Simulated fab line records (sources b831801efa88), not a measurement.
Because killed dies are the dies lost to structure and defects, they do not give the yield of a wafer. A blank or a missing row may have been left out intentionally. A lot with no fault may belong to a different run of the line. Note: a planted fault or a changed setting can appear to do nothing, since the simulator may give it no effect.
A struck lot beside a sound one ; flow sky130 ; 14 out of 708 route steps
Sound: the wafers L669.1, L669.2, L669.5. The struck wafers were L654.2, L654.4, L654.5. The cause is named last.
Per side, at each step with rows, come the tool, then ch with its chambers, and then its first start. Under that, the readings that differ: sound wafers ; struck wafers ; difference of the means ; sigmas: that difference in standard deviations of wafers without a fault.
alike: same words and numbers on both sides, and readings whose means sit less than 2 such deviations apart. not compared: any withheld reading, any reading some wafer has no value for, any bound like >300 that may hide the same value, and any number with overlapping values for which the record gives no deviation.
A row with sigmas, a row that says differs or no value, or rows on one side alone: a step with any of these is where the two part. Numbers that don't overlap but have no deviation are shown without sigmas and don't part them. A reading that every wafer of one side lacks parts them only if that side has two wafers or more.

SKY_LI_CONTACT_RS_MEAS_22: the measuring method here is four-point-probe.
  struck on film_metro-03, day 31 11:44; sound on film_metro-03, day 35 20:13
  alike: LI_CONTACT_W_RS
SKY_LI_CONTACT_THK_MEAS_23: measures by xrf.
  struck on film_metro-03, day 31 11:50; sound on film_metro-03, day 35 20:20
  alike: LI_CONTACT_W_THK
SKY_LI_CONTACT_CMP_24: polishes, stops on PSG, t overpolish 20 s, target thk 0 nm.
  sound on cmp-01 ch 1,2, day 35 20:40; struck on cmp-01 ch 0,2, day 31 11:53
  alike: motor_current_A, overpolish_run_s, slurry_flow_ml_min, time_to_endpoint_s
SKY_LOCAL_INTERCONNECT_SPUTTER_00: material TiN, target thk 100 nm, time 83.3 s.
  struck on pvd_sputter-02, day 31 12:11; sound on pvd_sputter-04, day 35 20:58
  alike: substrate_temp_c, throttle_valve_pct
SKY_LOCAL_INTERCONNECT_RS_MEAS_01: the measuring method here is four-point-probe.
  struck on film_metro-04, day 31 12:16; sound on film_metro-03, day 35 21:02
  alike: LOCAL_INTERCONNECT_TIN_RS
SKY_LOCAL_INTERCONNECT_THK_MEAS_02: measures by xrf.
  struck on film_metro-04, day 31 12:23; sound on film_metro-03, day 35 21:09
  alike: LOCAL_INTERCONNECT_TIN_THK
then, 6 steps without rows for these wafers: SKY_LOCAL_INTERCONNECT_DEHYDRATE_03 (time 60 s); SKY_LOCAL_INTERCONNECT_HMDS_04 (prime time 60 s); SKY_LOCAL_INTERCONNECT_COAT_05 (resist thk 60 nm); SKY_LOCAL_INTERCONNECT_COAT_06 (resist thk 450 nm); SKY_LOCAL_INTERCONNECT_SOFTBAKE_07 (time 90 s); SKY_LOCAL_INTERCONNECT_EXPOSE_08 (exposes mask LI1M, target cd 170 nm).
SKY_LOCAL_INTERCONNECT_PEB_09:
  sound on litho_track-04 ch 0, day 36 23:00; struck on litho_track-02, day 32 15:00
reading;sound;struck;difference;sigmas
exhaust_pa (Pa);44.3 45.3 43.9;- - -;no value on the struck wafers;
  not compared: chill_plate_temp_C
then, 1 step without rows for these wafers: SKY_LOCAL_INTERCONNECT_DEVELOP_10 (develop time 60 s).

WHERE THEY PART
Only at SKY_LOCAL_INTERCONNECT_PEB_09, as far as this record shows.

WHY: the cause the simulator had injected
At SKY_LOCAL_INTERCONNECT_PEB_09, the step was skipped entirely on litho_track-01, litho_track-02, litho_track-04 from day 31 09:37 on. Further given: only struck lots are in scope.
